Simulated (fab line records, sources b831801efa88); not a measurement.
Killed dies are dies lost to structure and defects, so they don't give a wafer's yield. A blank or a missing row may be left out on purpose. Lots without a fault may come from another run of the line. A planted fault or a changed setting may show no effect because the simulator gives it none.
Which tool did it? | flow sky130 | 11 lots, 33 wafers sampled, at 5 steps of a route of 708

WHAT THE GAUGES READ, wafer by wafer
SKY_LI_CONTACT_OVL_MEAS_13. Usual: LI_CONTACT_OVL -1 nm, standard deviation 6.3.
lot  | measured     | on         | LI_CONTACT_OVL (nm) | flag
L127 | day 28 19:03 | overlay-01 | -2 7 -4             |
L130 | day 29 18:11 | overlay-01 | 5 2 -3              |
L134 | day 31 03:08 | overlay-02 | 8 -1 4              |
L135 | day 31 04:53 | overlay-01 | 3 0 1               |
L137 | day 31 23:41 | overlay-02 | -15 -11 -10         |
L139 | day 32 11:56 | overlay-02 | 10 4 12             |
L146 | day 35 07:02 | overlay-02 | -4 -7 -11           |
L147 | day 35 04:59 | overlay-02 | 0 6 0               |
L148 | day 35 16:50 | overlay-01 | 2 0 4               |
L149 | day 35 18:38 | overlay-01 | 4 2 1               |
L150 | day 35 21:35 | overlay-01 | 5 -1 -4             |

SKY_VIA1_THK_MEAS_01. Usual: VIA1_HDPCVD_THK 1034 nm, standard deviation 13.
lot  | measured     | on            | VIA1_HDPCVD_THK (nm) | flag
L127 | day 32 09:12 | film_metro-03 | 1030 1027 1029       |
L130 | day 33 07:23 | film_metro-04 | 1011 1015 1047       |
L134 | day 34 14:05 | film_metro-03 | 1024 1043 1049       |
L135 | day 34 16:54 | film_metro-04 | 1055 1030 1051       |
L137 | day 35 12:31 | film_metro-03 | 1034 1042 1039       |
L139 | day 36 01:07 | film_metro-04 | 1054 850 1046        | OFF
L146 | day 38 21:33 | film_metro-02 | 1017 1018 1035       |
L147 | day 38 18:26 | film_metro-04 | 1014 1012 1025       |
L148 | day 39 05:43 | film_metro-04 | 1033 1021 1040       |
L149 | day 39 07:22 | film_metro-03 | 1019 1019 1017       |
L150 | day 39 11:46 | film_metro-04 | 1037 1045 1032       |

WHICH TOOL RAN EACH LOT (tool, then ch and the chambers of the sampled wafers, then the start)
lot  | SKY_GATE_OXIDE_STRIP_13              | SKY_LI_CONTACT_CMP_24         | SKY_VIA1_HDPCVD_00
L127 | plasma_asher-01 ch 0,1, day 13 12:56 | cmp-01 ch 0,1,2, day 28 19:59 | hdpcvd-02 ch 0,1, day 32 09:04
L130 | plasma_asher-02 ch 0,1, day 14 09:06 | cmp-02 ch 0,1,2, day 29 19:11 | hdpcvd-02 ch 0,1,2, day 33 07:16
L134 | plasma_asher-01 ch 0, day 15 18:35   | cmp-01 ch 1,2,3, day 31 04:02 | hdpcvd-02 ch 0,2, day 34 13:58
L135 | plasma_asher-04 ch 0,1, day 15 22:04 | cmp-02 ch 0,1,2, day 31 06:04 | hdpcvd-02 ch 1,2, day 34 16:47
L137 | plasma_asher-02 ch 0,1, day 16 19:16 | cmp-02 ch 0,2,3, day 32 00:53 | hdpcvd-01 ch 0,1, day 35 12:23
L139 | plasma_asher-04 ch 0,1, day 17 06:24 | cmp-01 ch 0,2,3, day 32 12:56 | hdpcvd-02 ch 0,1, day 36 01:00
L146 | plasma_asher-04 ch 0,1, day 19 19:55 | cmp-02 ch 2,3, day 35 08:01   | hdpcvd-02 ch 0,1,2, day 38 21:26
L147 | plasma_asher-01 ch 0, day 20 09:48   | cmp-02 ch 1,3, day 35 05:56   | hdpcvd-02 ch 0,2, day 38 18:19
L148 | plasma_asher-02 ch 0,1, day 20 17:46 | cmp-01 ch 2,3, day 35 17:47   | hdpcvd-02 ch 0,1,2, day 39 05:36
L149 | plasma_asher-02 ch 0,1, day 21 00:51 | cmp-01 ch 1,2,3, day 35 19:35 | hdpcvd-02 ch 0,1, day 39 07:15
L150 | plasma_asher-04 ch 0,1, day 21 09:25 | cmp-01 ch 0,2,3, day 35 22:35 | hdpcvd-01 ch 0,1,2, day 39 11:39
- SKY_GATE_OXIDE_STRIP_13: strips in O2/N2.
- SKY_LI_CONTACT_CMP_24: polishes, stops on PSG, t overpolish 20 s, target thk 0 nm.
- SKY_VIA1_HDPCVD_00: deposits SiO2, target thk 1030 nm, time 171.7 s.

WHAT THE TOOLS THEMSELVES READ (means of the sampled wafers that have a number; where no wafer has one, the mark that the record gives instead)
SKY_GATE_OXIDE_STRIP_13. Usual: drypump_motor_current_A 5.7 A, standard deviation 0.52; oes_product_au 0.715 a.u., standard deviation 0.0046; strip_time_to_endpoint_s 14.19 s, standard deviation 0.039.
lot  | tool            | drypump_motor_current_A (A) | oes_product_au (a.u.) | strip_time_to_endpoint_s (s) | flag
L127 | plasma_asher-01 | 5.9                         | 0.718                 | 14.23                        |
L130 | plasma_asher-02 | 5.9                         | 0.714                 | 14.20                        |
L134 | plasma_asher-01 | 6.4                         | 0.712                 | 14.13                        |
L135 | plasma_asher-04 | 5.8                         | 0.717                 | 14.15                        |
L137 | plasma_asher-02 | 5.9                         | 0.714                 | 14.21                        |
L139 | plasma_asher-04 | 5.8                         | 0.715                 | 14.17                        |
L146 | plasma_asher-04 | 5.5                         | 0.716                 | 14.20                        |
L147 | plasma_asher-01 | 6.4                         | 0.711                 | 14.12                        |
L148 | plasma_asher-02 | 5.9                         | 0.714                 | 14.17                        |
L149 | plasma_asher-02 | 5.9                         | 0.714                 | 14.25                        |
L150 | plasma_asher-04 | 5.8                         | 0.710                 | 14.22                        |

SKY_LI_CONTACT_CMP_24. Usual: motor_current_A 10.8 A, standard deviation 0.97; overpolish_run_s 20.001 s, standard deviation 0.009; time_to_endpoint_s 96 s, standard deviation 3.
lot  | tool   | motor_current_A (A) | overpolish_run_s (s) | time_to_endpoint_s (s) | flag
L127 | cmp-01 | 10.1                | 20.004               | 96                     |
L130 | cmp-02 | 11.5                | 20.000               | 94                     |
L134 | cmp-01 | 10.9                | 19.994               | 94                     |
L135 | cmp-02 | 12.0                | 19.995               | 93                     |
L137 | cmp-02 | 11.0                | 20.001               | 96                     |
L139 | cmp-01 | 10.1                | 20.003               | 93                     |
L146 | cmp-02 | 11.9                | 19.999               | 100                    |
L147 | cmp-02 | 10.9                | 19.992               | 96                     |
L148 | cmp-01 | 10.9                | 20.008               | 95                     |
L149 | cmp-01 | 11.0                | 20.002               | 99                     |
L150 | cmp-01 | 10.4                | 20.001               | 96                     |

SKY_VIA1_HDPCVD_00. Usual: pressure_mtorr 6.000 mTorr, standard deviation 0.012; run_length_s 199.5 s, standard deviation 0.46; susceptor_temp_C 400.02 C, standard deviation 0.24.
lot  | tool      | pressure_mtorr (mTorr) | run_length_s (s) | susceptor_temp_C (C) | flag
L127 | hdpcvd-02 | 5.991                  | 199.8            | 400.00               |
L130 | hdpcvd-02 | 5.999                  | 199.3            | 399.97               |
L134 | hdpcvd-02 | 6.006                  | 199.6            | 399.82               |
L135 | hdpcvd-02 | 6.008                  | 199.1            | 399.84               |
L137 | hdpcvd-01 | 5.986                  | 199.3            | 399.85               |
L139 | hdpcvd-02 | 6.011                  | 189.6            | 399.85               | OFF
L146 | hdpcvd-02 | 5.984                  | 199.6            | 399.63               |
L147 | hdpcvd-02 | 5.987                  | 199.5            | 400.10               |
L148 | hdpcvd-02 | 6.004                  | 199.9            | 400.01               |
L149 | hdpcvd-02 | 6.001                  | 199.7            | 400.01               |
L150 | hdpcvd-01 | 5.981                  | 199.2            | 399.95               |

THE ANSWER, worked out from the rows above alone
Rule: a lot is off if the mean of its wafers that have a number lies more than 3 standard deviations from the usual mean. A lot without any number at a reading at which 4 lots or more have one is off too. The other lots that the step has rows for count as sound. The gauges are gone through in route order, then the tools' own readings, and for those a lot's mean is taken as printed above. The first step at which some lot is off is used, and at that step the reading that is off furthest; a lot without a number counts as furthest.
Off: L139, at SKY_VIA1_THK_MEAS_01 (VIA1_HDPCVD_THK).
A tool fits if, at a process step before that reading, it ran every lot that is off, and no sound lot after the first of them. The gauges at SKY_VIA1_THK_MEAS_01 aren't tried: what is off there is off at SKY_VIA1_HDPCVD_00 too, on other tools, and a gauge's error can't cause that. None of those tried fits.

WHAT THE SIMULATOR HAD PUT IN
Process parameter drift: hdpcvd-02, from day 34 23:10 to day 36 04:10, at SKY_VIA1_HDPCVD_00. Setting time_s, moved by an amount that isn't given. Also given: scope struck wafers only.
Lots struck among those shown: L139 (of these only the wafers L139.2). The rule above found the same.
